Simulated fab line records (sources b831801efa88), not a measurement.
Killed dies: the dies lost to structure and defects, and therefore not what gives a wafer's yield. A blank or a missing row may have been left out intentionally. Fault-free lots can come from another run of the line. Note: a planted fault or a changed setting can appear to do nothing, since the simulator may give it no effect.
Comparing a struck lot with a sound one + flow sky130 + 44 out of 708 route steps
Sound: wafers L821.1, L821.2, L821.3. Wafers struck: L832.2, L832.3, L832.6. The cause comes at the end.
Each step with rows lists, per side, the tool, then ch with its chambers, then its first start. Under that, the readings that differ: sound wafers + struck wafers + difference of the means + sigmas: that difference in standard deviations of wafers without a fault.
alike: words and numbers the same on both sides, and readings whose means are apart by under 2 such deviations; not compared: readings that were withheld, readings missing a value for some wafer, numbers with overlapping values and no deviation given by the record, and bounds like >300 which may hide the same value.
Wherever a step has rows on one side only, a row that says differs or no value, or a row with sigmas, the two part there. Numbers that have no deviation but don't overlap get no sigmas and don't part them. Lack of a reading on every wafer of one side parts them only where that side has two or more wafers.

first, 2 steps without rows for these wafers: SKY_DNWELL_DEVELOP_06 (develop time 60 s); SKY_DNWELL_IMPLANT_07.
SKY_DNWELL_STRIP_08: strips in O2/N2.
  sound on plasmaAsher-01 ch 0,1, day 4 10:29; struck on plasmaAsher-03 ch 0,1, day 6 14:14
  alike: drypumpMotorCurrentA, oesProductAu, stripTimeToEndpointS
  not compared: rfHoursCounterH
SKY_DNWELL_TW_MEAS_09:
  struck on filmMetro-01, day 6 14:20; sound on filmMetro-01, day 4 10:35
  alike: DNWELL_TW
then, 7 steps without rows for these wafers: SKY_PWDE_DEHYDRATE_00 (time 60 s); SKY_PWDE_HMDS_01 (prime time 60 s); SKY_PWDE_COAT_02 (resist thk 3000 nm); SKY_PWDE_SOFTBAKE_03; SKY_PWDE_EXPOSE_04 (exposes mask PWDEM, target cd 840 nm); SKY_PWDE_PEB_05; SKY_PWDE_DEVELOP_06 (develop time 60 s).
SKY_PWDE_OVL_MEAS_07:
  struck on overlay-02, day 7 09:28; sound on overlay-01, day 5 02:44
  alike: PWDE_OVL
SKY_PWDE_IMPLANT_08:
  sound on implanter-04 ch 0, day 5 02:46; struck on implanter-02 ch 0, day 7 09:31
| reading          | sound                         | struck                        | difference | sigmas      |
|------------------|-------------------------------|-------------------------------|------------|-------------|
| doseIonsCm2      | 3.594e+12 3.599e+12 3.593e+12 | 4.064e+12 4.061e+12 4.066e+12 | +4.683e+11 | +99 or more |
| faradayCurrentUA | 20.6 20.5 20.4                | 22.9 23.5 22.2                | +2.4       | +6          |
SKY_PWDE_STRIP_09: strips in O2/N2.
  sound on plasmaAsher-03 ch 0,1, day 5 02:55; struck on plasmaAsher-02 ch 0,1, day 7 09:38
  alike: drypumpMotorCurrentA, oesProductAu, stripTimeToEndpointS
  not compared: rfHoursCounterH
SKY_PWDE_TW_MEAS_10:
  struck on filmMetro-02, day 7 09:45; sound on filmMetro-02, day 5 03:01
| reading | sound             | struck            | difference | sigmas |
|---------|-------------------|-------------------|------------|--------|
| PWDE_TW | 379.8 381.5 378.7 | 395.1 395.6 393.8 | +14.8      | +6     |
then, 7 steps without rows for these wafers: SKY_NWELL_DEHYDRATE_03 (time 60 s); SKY_NWELL_HMDS_04 (prime time 60 s); SKY_NWELL_COAT_05 (resist thk 3000 nm); SKY_NWELL_SOFTBAKE_06; SKY_NWELL_EXPOSE_07 (exposes mask NWM, target cd 840 nm); SKY_NWELL_PEB_08; SKY_NWELL_DEVELOP_09 (develop time 60 s).
SKY_NWELL_OVL_MEAS_10:
  struck on overlay-01, day 8 05:35; sound on overlay-02, day 5 20:37
  alike: NWELL_00_OVL
then, 3 steps without rows for these wafers: SKY_NWELL_IMPLANT_11; SKY_NWELL_IMPLANT_12; SKY_NWELL_IMPLANT_13.
SKY_NWELL_STRIP_14: strips in O2/N2.
  sound on plasmaAsher-04 ch 0,1, day 5 21:05; struck on plasmaAsher-04 ch 0,1, day 8 06:04
  alike: drypumpMotorCurrentA, oesProductAu, stripTimeToEndpointS
  not compared: rfHoursCounterH
SKY_NWELL_TW_MEAS_15:
  struck on filmMetro-04, day 8 06:11; sound on filmMetro-02, day 5 21:11
| reading  | sound          | struck         | difference | sigmas |
|----------|----------------|----------------|------------|--------|
| NWELL_TW | 1862 1859 1852 | 1836 1834 1824 | -26        | -2     |
then, 7 steps without rows for these wafers: SKY_NWELL_DEHYDRATE_16 (time 60 s); SKY_NWELL_HMDS_17 (prime time 60 s); SKY_NWELL_COAT_18 (resist thk 3000 nm); SKY_NWELL_SOFTBAKE_19; SKY_NWELL_EXPOSE_20 (exposes mask NWM COMPLEMENT, target cd 840 nm); SKY_NWELL_PEB_21; SKY_NWELL_DEVELOP_22 (develop time 60 s).
SKY_NWELL_OVL_MEAS_23:
  struck on overlay-01, day 9 02:55; sound on overlay-02, day 6 15:31
  alike: NWELL_01_OVL
then, 1 step without rows for these wafers: SKY_NWELL_IMPLANT_24.
SKY_NWELL_STRIP_25: strips in O2/N2.
  sound on plasmaAsher-04 ch 0,1, day 6 15:41; struck on plasmaAsher-01 ch 0,1, day 9 03:05
  alike: drypumpMotorCurrentA, oesProductAu, stripTimeToEndpointS
  not compared: rfHoursCounterH
SKY_NWELL_TW_MEAS_26:
  struck on filmMetro-02, day 9 03:12; sound on filmMetro-04, day 6 15:47
| reading    | sound       | struck      | difference | sigmas |
|------------|-------------|-------------|------------|--------|
| NWELL_2_TW | 495 498 493 | 502 505 504 | +8         | +2     |
then, 1 step without rows for these wafers: SKY_NWELL_CLEAN_27 (cleans in SC1/SC2, time 150 s).
SKY_NWELL_RTA_28: time 30 s.
  sound on rtpAnneal-01 ch 0, day 6 15:54; struck on rtpAnneal-01 ch 0, day 9 03:19
  alike: chamberO2Ppm, lampPowerPct, rampUpCPerS, wafer_temp_C_max
SKY_NWELL_RS_MEAS_29: a four-point-probe measurement.
  struck on filmMetro-01, day 9 03:25; sound on filmMetro-01, day 6 16:00
  alike: NWELL_RS
SKY_NWELL_RS_MEAS_31: a four-point-probe measurement.
  struck on filmMetro-01, day 9 03:40; sound on filmMetro-01, day 6 16:14
| reading          | sound          | struck         | difference | sigmas |
|------------------|----------------|----------------|------------|--------|
| PWDE_RS (ohm/sq) | 5269 5265 5260 | 4788 4795 4796 | -472       | -28    |
-- the record jumps here: 40 days lie between the struck wafers' starts before and after (it left off in module NWELL and takes up again in module PAD_OPEN, whose first step shown is number 708 of the route) --
SKY_PAD_OPEN_PROBE_99:
  struck on prober-02, day 49 06:02; sound on prober-01, day 47 00:41
| reading                               | sound                         | struck              | difference | sigmas |
|---------------------------------------|-------------------------------|---------------------|------------|--------|
| model.etest.res_p_drift_20v.lineOhmUm | 1.211e+04 1.128e+04 1.204e+04 | 1.009e+04 9885 9784 | -1.890e+03 |        |
| model.etest.res_p_drift_20v.rsOhmSq   | 1.018e+04 9464 1.008e+04      | 8530 8371 8239      | -1528      |        |
| model.etest.resPwdeUnderGate.rsOhmSq  | 6133 6139 6176                | 5556 5523 5573      | -599       |        |
  alike: killed_at_M0_to_M3, killed_at_M4_up, killedAtContacts, killedAtFrontEnd, killedAtOther, killedDies, killedOnRim, killedOpen, killedShort

## WHERE THEY PART
At SKY_PWDE_IMPLANT_08 first; at SKY_NWELL_RS_MEAS_31 last (within this record only). Later steps at which nothing parts them and some readings are alike: SKY_PAD_OPEN_PROBE_99.

WHY: what the simulator had put in
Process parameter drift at SKY_PWDE_IMPLANT_08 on implanter-02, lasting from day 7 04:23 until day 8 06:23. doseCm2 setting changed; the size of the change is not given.
